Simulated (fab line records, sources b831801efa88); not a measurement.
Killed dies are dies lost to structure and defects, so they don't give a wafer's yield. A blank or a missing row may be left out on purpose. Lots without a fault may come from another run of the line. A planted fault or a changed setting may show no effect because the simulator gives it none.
Which tool did it? | flow sky130 | 11 lots, 33 wafers sampled, at 7 steps of a route of 708

WHAT THE GAUGES READ, wafer by wafer
SKY_SONOS_ONO_CD_MEAS_13: target cd 410 nm. Usual: cd_nm 410.5 nm, standard deviation 2.5.
lot  | measured     | on        | cd_nm (nm)        | flag
L658 | day 13 04:42 | cd_sem-02 | 410.4 409.7 414.6 |
L659 | day 13 15:07 | cd_sem-02 | 408.3 407.7 406.0 |
L662 | day 14 19:32 | cd_sem-02 | 411.1 412.4 413.6 |
L668 | day 16 17:41 | cd_sem-02 | 409.3 410.5 412.1 |
L671 | day 17 14:26 | cd_sem-01 | 409.4 410.1 409.2 |
L672 | day 18 02:40 | cd_sem-02 | 409.1 408.4 407.1 |
L674 | day 20 02:21 | cd_sem-01 | 410.3 413.5 414.0 |
L677 | day 20 03:32 | cd_sem-02 | 408.4 408.8 409.6 |
L676 | day 20 10:51 | cd_sem-01 | 413.6 414.3 414.6 |
L678 | day 20 17:03 | cd_sem-01 | 411.5 412.7 410.6 |
L679 | day 20 23:00 | cd_sem-02 | 407.7 414.0 411.7 |

SKY_POLY_GATE_CD_MEAS_13: target cd 150 nm. Usual: cd_nm 150.2 nm, standard deviation 1.1.
lot  | measured     | on        | cd_nm (nm)        | flag
L658 | day 16 22:31 | cd_sem-02 | 151.8 151.1 150.2 |
L659 | day 17 09:21 | cd_sem-02 | 151.5 151.9 151.6 |
L662 | day 18 19:10 | cd_sem-01 | 152.0 150.7 151.0 |
L668 | day 20 17:11 | cd_sem-02 | 150.4 150.2 151.7 |
L671 | day 22 14:25 | cd_sem-01 | 150.7 151.3 151.1 |
L672 | day 22 13:24 | cd_sem-01 | 149.8 149.5 151.5 |
L674 | day 24 02:08 | cd_sem-01 | 149.7 149.7 149.7 |
L677 | day 24 02:26 | cd_sem-02 | 150.5 149.2 151.5 |
L676 | day 24 06:47 | cd_sem-01 | 149.1 149.8 149.7 |
L678 | day 25 03:38 | cd_sem-01 | 148.6 149.5 148.6 |
L679 | day 25 08:42 | cd_sem-01 | 149.3 149.7 150.2 |

SKY_LDD_P_CD_MEAS_07: target cd 380 nm. Usual: cd_nm 379.9 nm, standard deviation 2.7.
lot  | measured     | on        | cd_nm (nm)        | flag
L658 | day 19 15:06 | cd_sem-01 | 379.5 377.1 380.1 |
L659 | day 20 02:03 | cd_sem-02 | - - -             | OFF
L662 | day 21 14:16 | cd_sem-01 | 376.5 379.2 378.5 |
L668 | day 23 17:49 | cd_sem-01 | 376.1 376.1 378.0 |
L671 | day 25 05:49 | cd_sem-01 | 381.2 379.2 381.2 |
L672 | day 25 05:24 | cd_sem-01 | 380.3 383.8 380.8 |
L674 | day 26 17:09 | cd_sem-02 | 380.3 380.3 381.2 |
L677 | day 26 18:16 | cd_sem-01 | 383.4 384.5 383.0 |
L676 | day 26 21:03 | cd_sem-01 | 382.1 383.4 384.9 |
L678 | day 27 18:06 | cd_sem-01 | 375.0 377.8 376.2 |
L679 | day 27 22:29 | cd_sem-01 | 379.9 385.0 383.8 |

SKY_LDD_P_TW_MEAS_11. Usual: LDD_P_TW 637.3, standard deviation 2.6.
lot  | measured     | on            | LDD_P_TW          | flag
L658 | day 19 15:30 | film_metro-03 | 641.0 638.8 641.8 |
L659 | day 20 02:27 | film_metro-03 | 29.9 30.0 30.1    | OFF
L662 | day 21 14:40 | film_metro-03 | 638.7 639.5 643.1 |
L668 | day 23 18:14 | film_metro-01 | 636.7 638.3 639.1 |
L671 | day 25 06:13 | film_metro-03 | 636.6 641.2 637.2 |
L672 | day 25 05:48 | film_metro-03 | 635.0 636.4 638.0 |
L674 | day 26 17:33 | film_metro-01 | 636.9 634.5 634.6 |
L677 | day 26 18:40 | film_metro-04 | 640.0 635.2 635.5 |
L676 | day 26 21:27 | film_metro-03 | 637.8 640.3 638.1 |
L678 | day 27 18:30 | film_metro-03 | 636.1 638.9 637.6 |
L679 | day 27 22:52 | film_metro-04 | 640.0 640.1 639.1 |

SKY_LDD_HVP_TW_MEAS_10. Usual: LDD_HVP_TW 457.8, standard deviation 1.8.
lot  | measured     | on            | LDD_HVP_TW        | flag
L658 | day 22 11:49 | film_metro-02 | 454.6 454.8 456.4 |
L659 | day 22 15:40 | film_metro-03 | 698.6 698.6 698.1 | OFF
L662 | day 24 00:14 | film_metro-04 | 458.0 460.1 457.9 |
L668 | day 26 04:46 | film_metro-03 | 456.5 457.7 458.5 |
L671 | day 27 17:24 | film_metro-02 | 458.1 456.7 458.3 |
L672 | day 27 16:47 | film_metro-04 | 458.4 458.4 459.1 |
L674 | day 29 03:17 | film_metro-04 | 459.5 459.1 459.7 |
L677 | day 29 04:29 | film_metro-04 | 459.4 456.8 458.3 |
L676 | day 29 07:07 | film_metro-03 | 458.2 457.9 458.7 |
L678 | day 30 02:56 | film_metro-04 | 457.8 460.3 459.0 |
L679 | day 30 07:33 | film_metro-03 | 460.0 458.9 461.6 |

WHICH TOOL RAN EACH LOT (tool, then ch and the chambers of the sampled wafers, then the start)
lot  | SKY_LDD_P_EXPOSE_04                 | SKY_LDD_HVP_STRIP_09
L658 | iline_stepper-01 ch 0, day 18 23:52 | plasma_asher-04 ch 0,1, day 22 11:42
L659 | iline_stepper-02 ch 0, day 19 11:42 | plasma_asher-02 ch 1, day 22 15:33
L662 | iline_stepper-02 ch 0, day 20 23:55 | plasma_asher-01 ch 0,1, day 24 00:09
L668 | iline_stepper-01 ch 0, day 22 23:53 | plasma_asher-01 ch 0,1, day 26 04:40
L671 | iline_stepper-02 ch 0, day 24 15:03 | plasma_asher-02 ch 0,1, day 27 17:18
L672 | iline_stepper-02 ch 0, day 24 14:05 | plasma_asher-02 ch 0,1, day 27 16:40
L674 | iline_stepper-01 ch 0, day 26 04:18 | plasma_asher-04 ch 0,1, day 29 03:10
L677 | iline_stepper-02 ch 0, day 26 05:22 | plasma_asher-04 ch 0,1, day 29 04:24
L676 | iline_stepper-02 ch 0, day 26 09:06 | plasma_asher-01 ch 0,1, day 29 07:00
L678 | iline_stepper-01 ch 0, day 27 02:47 | plasma_asher-01 ch 0,1, day 30 02:49
L679 | iline_stepper-02 ch 0, day 27 09:20 | plasma_asher-02 ch 0,1, day 30 07:27
- SKY_LDD_P_EXPOSE_04: exposes mask PSDM, target cd 380 nm.
- SKY_LDD_HVP_STRIP_09: strips in O2/N2.

WHAT THE TOOLS THEMSELVES READ (means of the sampled wafers that have a number; where no wafer has one, the mark that the record gives instead)
SKY_LDD_HVP_STRIP_09. Usual: drypump_motor_current_A 5.8 A, standard deviation 0.42; oes_product_au 0.408 a.u., standard deviation 0.0049; strip_time_to_endpoint_s 4.139 s, standard deviation 0.014.
lot  | tool            | drypump_motor_current_A (A) | oes_product_au (a.u.) | strip_time_to_endpoint_s (s) | flag
L658 | plasma_asher-04 | 6.0                         | 0.407                 | 4.120                        |
L659 | plasma_asher-02 | 5.6                         | 0.407                 | 4.124                        |
L662 | plasma_asher-01 | 6.3                         | 0.407                 | 4.129                        |
L668 | plasma_asher-01 | 6.3                         | 0.404                 | 4.152                        |
L671 | plasma_asher-02 | 5.4                         | 0.406                 | 4.124                        |
L672 | plasma_asher-02 | 5.5                         | 0.413                 | 4.155                        |
L674 | plasma_asher-04 | 6.0                         | 0.404                 | 4.135                        |
L677 | plasma_asher-04 | 6.0                         | 0.408                 | 4.142                        |
L676 | plasma_asher-01 | 6.3                         | 0.405                 | 4.127                        |
L678 | plasma_asher-01 | 6.0                         | 0.409                 | 4.152                        |
L679 | plasma_asher-02 | 5.5                         | 0.413                 | 4.139                        |

THE ANSWER, worked out from the rows above alone
Rule: a lot is off if the mean of its wafers that have a number lies more than 3 standard deviations from the usual mean. A lot without any number at a reading at which 4 lots or more have one is off too. The other lots that the step has rows for count as sound. The gauges are gone through in route order, then the tools' own readings, and for those a lot's mean is taken as printed above. The first step at which some lot is off is used, and at that step the reading that is off furthest; a lot without a number counts as furthest.
Off: L659, at SKY_LDD_P_CD_MEAS_07 (cd_nm). Without a number there: L659.
A tool fits if, at a process step before that reading, it ran every lot that is off, and no sound lot after the first of them. The gauges at SKY_LDD_P_CD_MEAS_07 aren't tried: what is off there is off at SKY_LDD_P_TW_MEAS_11 too, on other tools, and a gauge's error can't cause that. None of those tried fits.

WHAT THE SIMULATOR HAD PUT IN
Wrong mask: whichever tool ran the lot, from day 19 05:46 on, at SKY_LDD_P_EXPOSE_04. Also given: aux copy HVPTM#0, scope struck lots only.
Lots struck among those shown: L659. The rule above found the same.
